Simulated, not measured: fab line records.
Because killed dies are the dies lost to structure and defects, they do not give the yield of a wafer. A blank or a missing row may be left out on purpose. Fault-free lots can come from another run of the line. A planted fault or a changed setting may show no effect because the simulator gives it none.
Check for tools in common + flow sky130 + 13 lots and 39 wafers in the sample

== WHY THIS WAS OPENED ==
Of 13 lots, 1 have the reading SD_N_TW flagged at SKY_SD_N_TW_MEAS_12. Wafers without a fault read 3977, standard deviation 37.
Rule: a lot gets a flag if all its wafers with a number sit over 4 standard deviations from that mean, or if no wafer of it has a number. All remaining lots are regarded as sound.

| lot  | measured     | on            | SD_N_TW, wafer by wafer | flag    |
|------|--------------|---------------|-------------------------|---------|
| L239 | day 27 22:26 | film metro-01 | 3966 3995 3993          |         |
| L241 | day 28 18:47 | film metro-02 | 4013 4014 4013          |         |
| L242 | day 29 14:56 | film metro-01 | 3980 3970 3988          |         |
| L243 | day 30 03:43 | film metro-03 | 3934 3962 3942          |         |
| L244 | day 30 06:23 | film metro-03 | 3931 3938 3950          |         |
| L246 | day 30 16:27 | film metro-03 | 3931 3942 3960          |         |
| L245 | day 30 17:45 | film metro-03 | 3955 3933 3917          |         |
| L248 | day 31 04:35 | film metro-02 | 4019 4025 4021          |         |
| L247 | day 31 05:23 | film metro-03 | 3956 3943 3933          |         |
| L249 | day 31 13:20 | film metro-02 | 4016 4029 4033          |         |
| L252 | day 32 23:38 | film metro-02 | 4009 4032 4029          |         |
| L255 | day 33 15:55 | film metro-01 | 30 30 30                | FLAGGED |
| L261 | day 35 13:43 | film metro-03 | 3932 3950 3931          |         |
The numbers of the flagged lots are 30 on average: -3947 against the usual, or -99 or more standard deviations.

== WHICH TOOL EACH LOT WENT THROUGH ==
Before the reading, the record contains 3 process steps out of a 708-step route. Read each cell as the tool, then ch plus the chambers that the sampled wafers visited, then the start.
| lot  | flag    | SKY_SPACER_ETCHBACK_02             | SKY_RES_XHIGH_STRIP_08               | SKY_SD_N_STRIP_11                    |
|------|---------|------------------------------------|--------------------------------------|--------------------------------------|
| L239 |         | rie diel-02 ch 2,3, day 22 23:41   | plasma asher-01 ch 0,1, day 26 17:38 | plasma asher-01 ch 0,1, day 27 22:21 |
| L241 |         | rie diel-01 ch 0,3, day 23 21:13   | plasma asher-04 ch 0,1, day 27 14:16 | plasma asher-02 ch 0,1, day 28 18:41 |
| L242 |         | rie diel-04 ch 0,3, day 24 19:44   | plasma asher-04 ch 0,1, day 28 10:23 | plasma asher-01 ch 0,1, day 29 14:51 |
| L243 |         | rie diel-04 ch 0,1,2, day 25 08:23 | plasma asher-04 ch 0,1, day 28 23:10 | plasma asher-01 ch 0,1, day 30 03:37 |
| L244 |         | rie diel-04 ch 1,3, day 25 10:38   | plasma asher-04 ch 1, day 29 01:52   | plasma asher-01 ch 0,1, day 30 06:17 |
| L246 |         | rie diel-02 ch 1,2,3, day 25 21:17 | plasma asher-04 ch 0,1, day 29 12:30 | plasma asher-02 ch 0,1, day 30 16:22 |
| L245 |         | rie diel-01 ch 0,1, day 26 00:43   | plasma asher-01 ch 0,1, day 29 13:38 | plasma asher-01 ch 0,1, day 30 17:39 |
| L248 |         | rie diel-01 ch 2,3, day 26 10:12   | plasma asher-02 ch 0,1, day 30 00:43 | plasma asher-01 ch 0,1, day 31 04:29 |
| L247 |         | rie diel-04 ch 0,2,3, day 26 10:12 | plasma asher-01 ch 0,1, day 30 00:52 | plasma asher-02 ch 0,1, day 31 05:16 |
| L249 |         | rie diel-02 ch 1,2, day 26 21:05   | plasma asher-01 ch 0,1, day 30 10:55 | plasma asher-01 ch 0, day 31 13:14   |
| L252 |         | rie diel-04 ch 0,1, day 28 08:34   | plasma asher-01 ch 0,1, day 31 20:08 | plasma asher-03 ch 0,1, day 32 23:33 |
| L255 | FLAGGED | rie diel-02 ch 1,3, day 29 02:38   | plasma asher-04 ch 0,1, day 32 12:46 | plasma asher-01 ch 0,1, day 33 15:49 |
| L261 |         | rie diel-02 ch 0,1,3, day 31 01:50 | plasma asher-01 ch 0,1, day 34 10:28 | plasma asher-01 ch 0,1, day 35 13:37 |
What these steps do:
- SKY_SPACER_ETCHBACK_02: etches Si3N4 in CH3F/O2, stops on SiO2, time 46.7 s, target depth 45 nm.
- SKY_RES_XHIGH_STRIP_08: strips in O2/N2.
- SKY_SD_N_STRIP_11: strips in O2/N2.
- SKY_SD_N_TW_MEAS_12

== FLAGGED OVER TOTAL, TOOL BY TOOL (the gauges that took the reading come last) ==
| step                   | tool            | lots run | flagged | share of the flagged lots | sound lots run after its first flagged lot |
|------------------------|-----------------|----------|---------|---------------------------|--------------------------------------------|
| SKY_SPACER_ETCHBACK_02 | rie diel-01     | 3        | 0       | none                      | -                                          |
| SKY_SPACER_ETCHBACK_02 | rie diel-02     | 5        | 1       | all                       | 1 (L261)                                   |
| SKY_SPACER_ETCHBACK_02 | rie diel-04     | 5        | 0       | none                      | -                                          |
| SKY_RES_XHIGH_STRIP_08 | plasma asher-01 | 6        | 0       | none                      | -                                          |
| SKY_RES_XHIGH_STRIP_08 | plasma asher-02 | 1        | 0       | none                      | -                                          |
| SKY_RES_XHIGH_STRIP_08 | plasma asher-04 | 6        | 1       | all                       | 0                                          |
| SKY_SD_N_STRIP_11      | plasma asher-01 | 9        | 1       | all                       | 1 (L261)                                   |
| SKY_SD_N_STRIP_11      | plasma asher-02 | 3        | 0       | none                      | -                                          |
| SKY_SD_N_STRIP_11      | plasma asher-03 | 1        | 0       | none                      | -                                          |
| SKY_SD_N_TW_MEAS_12    | film metro-01   | 3        | 1       | all                       | 0                                          |
| SKY_SD_N_TW_MEAS_12    | film metro-02   | 4        | 0       | none                      | -                                          |
| SKY_SD_N_TW_MEAS_12    | film metro-03   | 6        | 0       | none                      | -                                          |

== WHAT THE TABLE PERMITS ==
4 rows of the table ran every flagged lot: rie diel-02 at SKY_SPACER_ETCHBACK_02, plasma asher-04 at SKY_RES_XHIGH_STRIP_08, plasma asher-01 at SKY_SD_N_STRIP_11, film metro-01 at SKY_SD_N_TW_MEAS_12.
- rie diel-02 at SKY_SPACER_ETCHBACK_02 ran 5 lots, 1 of them flagged. After the first flagged lot (L261), sound lots still ran on it; a lasting fault on the whole tool would not permit that.
- plasma asher-04 at SKY_RES_XHIGH_STRIP_08 ran 6 lots, 1 of them flagged. It ran its last sound lot, L246, at day 29 12:30 and its first flagged lot, L255, at day 32 12:46: a fault with its onset between the two fits. Its own readings lie more than 4 standard deviations out on every wafer of the flagged lots: oes product au.
- plasma asher-01 at SKY_SD_N_STRIP_11 ran 9 lots, 1 of them flagged. After the first flagged lot (L261), sound lots still ran on it; a lasting fault on the whole tool would not permit that. Its own readings lie more than 4 standard deviations out on every wafer of the flagged lots: oes product au, strip time to endpoint s.
- film metro-01 at SKY_SD_N_TW_MEAS_12 ran 3 lots, 1 of them flagged. It ran its last sound lot, L242, at day 29 14:56 and its first flagged lot, L255, at day 33 15:55: a fault with its onset between the two fits.
A lot count leaves these 2 tools indistinguishable: every one of them fits a fault beginning at some hour. More lots, or a look at what each step does to the wafer, might.

== WHAT HAD BEEN PUT IN BY THE SIMULATOR ==
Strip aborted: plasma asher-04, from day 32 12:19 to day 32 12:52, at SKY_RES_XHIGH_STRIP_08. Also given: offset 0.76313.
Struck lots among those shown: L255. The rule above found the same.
